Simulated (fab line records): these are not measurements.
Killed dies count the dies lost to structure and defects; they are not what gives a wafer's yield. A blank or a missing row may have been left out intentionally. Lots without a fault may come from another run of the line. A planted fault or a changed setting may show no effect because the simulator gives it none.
Which tool did it? ; flow gf180mcu ; 20 wafers from 7 lots sampled at 2 of the route's 602 steps

## WHAT THE GAUGES READ, wafer by wafer
GF_CONTACT_THK_MEAS_01.
lot;measured;on;CONTACT_CVD_00_THK (nm)
L124;day 15 17:25;film metro-01;304 298 298
L126;day 16 10:16;film metro-04;300 298 297
L128;day 16 23:47;film metro-01;299 295 303
L130;day 18 02:59;film metro-01;301 302 301
L132;day 18 18:16;film metro-01;295 297 300
L134;day 19 10:12;film metro-03;300 301 296
L140;day 21 08:45;film metro-04;300 295

## WHAT TOOL EACH LOT RAN ON (gives the tool, then ch and the chambers of the sampled wafers, and finally the start)
lot;GF_SALICIDE_RTA_08
L124;rtp anneal-01 ch 0, day 15 17:17
L126;rtp anneal-01 ch 0, day 16 10:08
L128;rtp anneal-01 ch 0, day 16 23:39
L130;rtp anneal-01 ch 0, day 18 02:52
L132;rtp anneal-01 ch 0, day 18 18:03
L134;rtp anneal-01 ch 0, day 19 10:04
L140;rtp anneal-02 ch 0, day 21 08:37
- GF_SALICIDE_RTA_08: time 30 s.

## THE ANSWER, worked out from the rows above alone
Rule: what is usual is taken from the lots themselves. Put in order of their means at a reading, lots are off if they are a third of the lots or fewer, leave a main group of 4 or more, and stand apart from it by a gap of 3 or more times the standard deviation of the main group's means; of several such gaps the widest counts. Not used: any main group whose means are identical at the precision the tables above print for the reading. A lot without any number at a reading at which 4 lots or more have one is off too. The other lots that the step has rows for count as sound.
No lot is off on any of the readings shown, so nothing can be concluded from this.

## WHAT WAS PUT IN BY THE SIMULATOR
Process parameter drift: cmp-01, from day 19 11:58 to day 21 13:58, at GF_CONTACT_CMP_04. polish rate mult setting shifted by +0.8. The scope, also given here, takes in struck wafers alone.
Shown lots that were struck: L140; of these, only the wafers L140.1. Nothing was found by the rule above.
